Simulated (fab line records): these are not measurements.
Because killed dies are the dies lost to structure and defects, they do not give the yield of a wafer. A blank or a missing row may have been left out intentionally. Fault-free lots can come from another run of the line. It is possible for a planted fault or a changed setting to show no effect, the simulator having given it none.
Which tool is to blame? + flow sky130 + 18 wafers from 6 lots sampled at 2 of the route's 708 steps

== WHAT THE GAUGES SHOWED, per wafer ==
SKY_PWDE_TW_MEAS_10.
| lot  | measured    | on            | PWDE_TW           |
|------|-------------|---------------|-------------------|
| L341 | day 4 14:57 | film_metro-04 | 370.6 372.3 371.5 |
| L345 | day 5 10:03 | film_metro-02 | 371.8 372.5 371.5 |
| L348 | day 6 03:23 | film_metro-04 | 373.9 373.6 374.5 |
| L350 | day 6 17:35 | film_metro-01 | 370.0 369.9 368.4 |
| L352 | day 7 16:59 | film_metro-02 | 376.3 375.3 376.1 |
| L358 | day 8 19:02 | film_metro-01 | 368.8 367.6 370.6 |

== WHAT TOOL EACH LOT RAN ON (gives the tool, then ch and the chambers of the sampled wafers, and finally the start) ==
| lot  | SKY_FIELD_ISO_ETCH_15             |
|------|-----------------------------------|
| L341 | rie_diel-02 ch 1,3, day 2 21:39   |
| L345 | rie_diel-03 ch 2,3, day 3 16:52   |
| L348 | rie_diel-03 ch 0,2, day 4 09:14   |
| L350 | rie_diel-02 ch 1,2,3, day 4 23:09 |
| L352 | rie_diel-02 ch 0,3, day 5 06:06   |
| L358 | rie_diel-02 ch 0,2,3, day 6 18:32 |
- SKY_FIELD_ISO_ETCH_15: etches the open film in CHF3/O2, stops on Si, target depth 180 nm, time 72 s.

== THE ANSWER, worked out from the rows above alone ==
Rule: usual is defined by the lots themselves. Put in order of their means at a reading, lots are off if they are a third of the lots or fewer, leave a main group of 4 or more, and stand apart from it by a gap of 3 or more times the standard deviation of the main group's means; of several such gaps the widest counts. If all means in a main group match to the digits the tables above print for the reading, that group is not used. Also off: a lot with no number at a reading for which 4 or more lots have one. The other lots that the step has rows for count as sound.
None of the lots is off at any reading shown; this tells nothing.

== WHAT THE SIMULATOR HAD INSERTED ==
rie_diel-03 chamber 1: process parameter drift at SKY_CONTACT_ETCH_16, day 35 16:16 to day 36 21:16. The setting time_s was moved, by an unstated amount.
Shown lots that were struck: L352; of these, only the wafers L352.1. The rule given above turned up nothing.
